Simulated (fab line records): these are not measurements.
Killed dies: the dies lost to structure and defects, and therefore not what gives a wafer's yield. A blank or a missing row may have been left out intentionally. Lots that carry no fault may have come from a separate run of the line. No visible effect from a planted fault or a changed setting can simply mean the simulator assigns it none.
A lot that was struck, set against a sound lot	flow sky130	15 steps out of a route of 708
Sound: wafers L868.1, L868.4, L868.5. The struck wafers were L878.1, L878.5, L878.6. The cause is named last.
Order at every step that has rows: each side's tool, ch and its chambers, its first start. Under that, the readings that differ: sound wafers	struck wafers	difference of the means	sigmas: that difference in standard deviations of wafers without a fault.
alike: readings with means less than 2 such deviations apart, plus words and numbers identical on both sides. not compared: withheld readings, readings lacking a value on some wafer, bounds such as >300 that could conceal the same value, and numbers that have no deviation in the record and whose values overlap.
Wherever a step has rows on one side only, a row that says differs or no value, or a row with sigmas, the two part there. Non-overlapping numbers with no deviation appear without sigmas and do not part them. A reading missing from all wafers of one side parts the sides only when that side holds two or more wafers.

SKY_LDD_HVP_TW_MEAS_10:
  sound on film metro-02, day 21 06:23; struck on film metro-03, day 25 18:37
  alike: LDD_HVP_TW
then, 7 steps without rows for these wafers: SKY_LDD_LDN_DEHYDRATE_00 (time 60 s); SKY_LDD_LDN_HMDS_01 (prime time 60 s); SKY_LDD_LDN_COAT_02 (resist thk 1140 nm); SKY_LDD_LDN_SOFTBAKE_03 (time 60 s); SKY_LDD_LDN_EXPOSE_04 (exposes mask LDNTM, target cd 700 nm); SKY_LDD_LDN_PEB_05; SKY_LDD_LDN_DEVELOP_06 (develop time 60 s).
SKY_LDD_LDN_OVL_MEAS_07:
  sound on overlay-01, day 22 12:44; struck on overlay-02, day 26 23:19
  alike: LDD_LDN_OVL
then, 3 steps without rows for these wafers: SKY_LDD_LDN_IMPLANT_08; SKY_LDD_LDN_IMPLANT_09; SKY_LDD_LDN_IMPLANT_10.
SKY_LDD_LDN_IMPLANT_11:
  sound on implanter-03 ch 0, day 22 13:13; struck on implanter-03 ch 0, day 26 23:49
reading	sound	struck	difference	sigmas
dose ions cm2	1.2516e+13 1.2501e+13 1.2513e+13	1.2095e+13 1.209e+13 1.2087e+13	-4.1933e+11	-28
  alike: beam on s
SKY_LDD_LDN_STRIP_12: strips in O2/N2.
  sound on plasma asher-04 ch 0,1, day 22 13:22; struck on plasma asher-02 ch 0,1, day 26 23:58
reading	sound	struck	difference	sigmas
drypump motor current A (A)	5.1 5.1 5.1	6.3 6.3 6.4	+1.2	+2
  alike: oes product au, strip time to endpoint s
  not compared: rf hours counter h
-- record jumps: 22 days separate the struck wafers' starts on either side; left off in module LDD_LDN, taken up again in module PAD_OPEN, whose first shown step is the route's number 708 --
SKY_PAD_OPEN_PROBE_99:
  record: rows for the struck wafers here (prober-01, day 48 16:11), none for the sound ones

== WHERE THEY PART ==
Last at SKY_PAD_OPEN_PROBE_99 as far as this record goes, first at SKY_LDD_LDN_IMPLANT_11.

WHY: what had been put in by the simulator
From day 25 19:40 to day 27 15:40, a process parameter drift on implanter-03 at SKY_LDD_LDN_IMPLANT_11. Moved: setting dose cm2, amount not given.
